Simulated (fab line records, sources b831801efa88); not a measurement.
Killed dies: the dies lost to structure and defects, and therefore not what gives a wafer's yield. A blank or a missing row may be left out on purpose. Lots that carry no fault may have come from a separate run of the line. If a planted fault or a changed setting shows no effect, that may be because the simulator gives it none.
Which tool did it?	flow gf180mcu	Sampling: 15 lots, 42 wafers, 5 of 602 route steps

WHAT EACH GAUGE READ, for each wafer
GF_VT_IMPLANT_TW_MEAS_43. Usual: for VT_IMPLANT_4_TW the level is 688 and the standard deviation is 8.2.
lot	measured	on	VT_IMPLANT_4_TW	flag
L747	day 7 11:23	film-metro-02	675 679 677	
L748	day 7 23:04	film-metro-04	696 696 693	
L750	day 8 09:19	film-metro-04	695 697 695	
L751	day 8 17:22	film-metro-04	694 693 694	
L752	day 8 23:43	film-metro-04	695 695 691	
L754	day 9 13:38	film-metro-02	677 675 676	
L759	day 11 00:28	film-metro-01	690 623	OFF
L760	day 11 03:48	film-metro-01	620 623	OFF
L761	day 11 10:35	film-metro-01	692 619	OFF
L764	day 12 14:40	film-metro-04	693 690 693	
L765	day 13 00:02	film-metro-02	677 676 677	
L766	day 13 01:54	film-metro-04	698 698 693	
L767	day 13 06:26	film-metro-02	675 677 680	
L768	day 13 15:35	film-metro-04	697 695 698	
L770	day 14 09:16	film-metro-04	694 692 689	

GF_V1_BOW_MEAS_05. Usual: for V1_BOW the level is 84 um and the standard deviation is 7.6.
lot	measured	on	V1_BOW (um)	flag
L747	day 17 01:50	film-metro-04	73 76 79	
L748	day 17 18:00	film-metro-03	92 97 94	
L750	day 18 10:00	film-metro-04	82 86 66	
L751	day 18 23:53	film-metro-03	102 96 104	
L752	day 19 08:48	film-metro-02	81 93 90	
L754	day 20 00:47	film-metro-03	86 86 78	
L759	day 21 22:19	film-metro-04	75 78	
L760	day 22 03:40	film-metro-03	74 81	
L761	day 22 10:35	film-metro-04	86 73	
L764	day 23 19:14	film-metro-04	97 76 81	
L765	day 24 07:01	film-metro-03	88 77 89	
L766	day 24 13:09	film-metro-03	84 89 89	
L767	day 24 13:32	film-metro-04	83 74 81	
L768	day 24 23:43	film-metro-04	71 84 77	
L770	day 25 17:09	film-metro-03	80 75 105	

GF_V3_THK_MEAS_25: measures by xrf. Usual: for V3_W_THK the level is 342 nm and the standard deviation is 4.1.
lot	measured	on	V3_W_THK (nm)	flag
L747	day 22 09:08	film-metro-03	344 344 345	
L748	day 23 01:05	film-metro-02	338 336 336	
L750	day 23 16:08	film-metro-03	346 349 345	
L751	day 24 07:20	film-metro-02	339 339 341	
L752	day 24 11:59	film-metro-03	346 343 343	
L754	day 25 05:26	film-metro-02	348 340 348	
L759	day 26 20:53	film-metro-02	337 342	
L760	day 27 02:14	film-metro-02	343 339	
L761	day 27 08:19	film-metro-04	344 341	
L764	day 28 11:58	film-metro-04	341 342 338	
L765	day 29 00:29	film-metro-04	337 335 337	
L766	day 29 03:48	film-metro-02	342 342 341	
L767	day 29 05:36	film-metro-03	344 344 346	
L768	day 29 14:32	film-metro-02	340 343 342	
L770	day 30 04:13	film-metro-04	341 346 340	

GF_PASSIVATION_BOW_MEAS_14. Usual: for PASSIVATION_BOW the level is 137 um and the standard deviation is 12.
lot	measured	on	PASSIVATION_BOW (um)	flag
L747	day 29 00:30	film-metro-03	119 122 125	
L748	day 29 16:13	film-metro-04	157 163 161	
L750	day 30 04:36	film-metro-04	130 133 113	
L751	day 30 16:12	film-metro-01	144 137 149	
L752	day 30 20:00	film-metro-03	138 150 148	
L754	day 31 09:50	film-metro-01	133 134 127	
L759	day 32 17:22	film-metro-03	135 138	
L760	day 32 21:41	film-metro-03	132 141	
L761	day 33 03:36	film-metro-04	144 128	
L764	day 34 02:32	film-metro-04	151 129 135	
L765	day 34 10:48	film-metro-03	145 133 146	
L766	day 34 14:11	film-metro-03	143 150 150	
L767	day 34 19:31	film-metro-04	131 125 130	
L768	day 34 22:41	film-metro-03	123 135 126	
L770	day 35 08:45	film-metro-01	142 138 165	

TOOL THAT RAN EACH LOT (tool first, then ch and the chambers of the sampled wafers, then the start)
lot	GF_VT_IMPLANT_IMPLANT_41
L747	implanter-04 ch 0, day 7 11:09
L748	implanter-03 ch 0, day 7 22:50
L750	implanter-01 ch 0, day 8 09:04
L751	implanter-01 ch 0, day 8 17:07
L752	implanter-04 ch 0, day 8 23:28
L754	implanter-04 ch 0, day 9 13:23
L759	implanter-04 ch 0, day 11 00:14
L760	implanter-04 ch 0, day 11 03:33
L761	implanter-04 ch 0, day 11 10:21
L764	implanter-01 ch 0, day 12 14:27
L765	implanter-03 ch 0, day 12 23:48
L766	implanter-03 ch 0, day 13 01:41
L767	implanter-03 ch 0, day 13 06:13
L768	implanter-03 ch 0, day 13 15:22
L770	implanter-03 ch 0, day 14 09:01
- GF_VT_IMPLANT_IMPLANT_41

AS READ BY THE TOOLS THEMSELVES (means over the sampled wafers that have a number; for cases with no such wafer, the mark the record gives instead)
The record holds no such reading with a usual standard deviation.

THE ANSWER, worked out from the rows above alone
Rule: a lot is off if the mean of its wafers that have a number lies more than 3 standard deviations from the usual mean. A lot without any number at a reading at which 4 lots or more have one is off too. Any other lot the step has rows for is counted as sound. The gauges are gone through in route order, then the tools' own readings, and for those a lot's mean is taken as printed above. The first step at which some lot is off is used, and at that step the reading that is off furthest; a lot without a number counts as furthest.
Off: L759, L760, L761, at GF_VT_IMPLANT_TW_MEAS_43 (VT_IMPLANT_4_TW).
If a tool, at a process step before that reading, ran all the lots that are off and no sound lot after the first of them, it fits. Gauges at GF_VT_IMPLANT_TW_MEAS_43: tried the same way as those tools. This does not decide it: 2 tools fit, namely implanter-04 at GF_VT_IMPLANT_IMPLANT_41 and film-metro-01 at GF_VT_IMPLANT_TW_MEAS_43.

WHAT THE SIMULATOR HAD PUT IN
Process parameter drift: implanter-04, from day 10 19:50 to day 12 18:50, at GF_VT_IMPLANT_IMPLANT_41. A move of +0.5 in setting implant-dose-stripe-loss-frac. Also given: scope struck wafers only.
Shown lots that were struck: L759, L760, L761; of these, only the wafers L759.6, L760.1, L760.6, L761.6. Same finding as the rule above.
